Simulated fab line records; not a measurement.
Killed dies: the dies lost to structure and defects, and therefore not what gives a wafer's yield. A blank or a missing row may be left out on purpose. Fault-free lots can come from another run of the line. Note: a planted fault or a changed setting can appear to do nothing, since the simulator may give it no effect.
The tool behind it: which one? -- flow sky130 -- 6 lots with 18 wafers sampled at 2 steps, on a route of 708 steps

WHAT THE GAUGES READ, wafer by wafer
SKY_VIA2_THK_MEAS_01.
lot,measured,on,VIA2_HDPCVD_THK (nm)
L413,day 36 13:06,film metro-03,1115 1135 1129
L416,day 37 07:44,film metro-01,1112 1122 1114
L420,day 38 16:08,film metro-02,1118 1130 1130
L425,day 40 06:07,film metro-01,1120 1121 1121
L427,day 40 13:47,film metro-03,1134 1133 1110
L431,day 41 23:20,film metro-01,1118 1110 1111

WHAT TOOL EACH LOT RAN ON (gives the tool, then ch and the chambers of the sampled wafers, and finally the start)
lot,SKY_METAL2_METAL_ETCH_19
L413,"rie metal-03 ch 1, day 36 12:13"
L416,"rie metal-04 ch 0,1, day 37 06:49"
L420,"rie metal-04 ch 0,1, day 38 15:19"
L425,"rie metal-04 ch 0,1, day 40 05:16"
L427,"rie metal-03 ch 0,1, day 40 12:57"
L431,"rie metal-03 ch 0, day 41 22:28"
- SKY_METAL2_METAL_ETCH_19: etches the open film in Cl2/BCl3, stops on SiO2, target depth 360 nm, time 78 s.

THE ANSWER, worked out from the rows above alone
Rule: what is usual is taken from the lots themselves. Put in order of their means at a reading, lots are off if they are a third of the lots or fewer, leave a main group of 4 or more, and stand apart from it by a gap of 3 or more times the standard deviation of the main group's means; of several such gaps the widest counts. If all means in a main group match to the digits the tables above print for the reading, that group is not used. Also off: a lot with no number at a reading for which 4 or more lots have one. Any other lot the step has rows for is counted as sound.
Nothing can be told from this: no lot is off at any reading shown.

WHAT THE SIMULATOR HAD PUT IN
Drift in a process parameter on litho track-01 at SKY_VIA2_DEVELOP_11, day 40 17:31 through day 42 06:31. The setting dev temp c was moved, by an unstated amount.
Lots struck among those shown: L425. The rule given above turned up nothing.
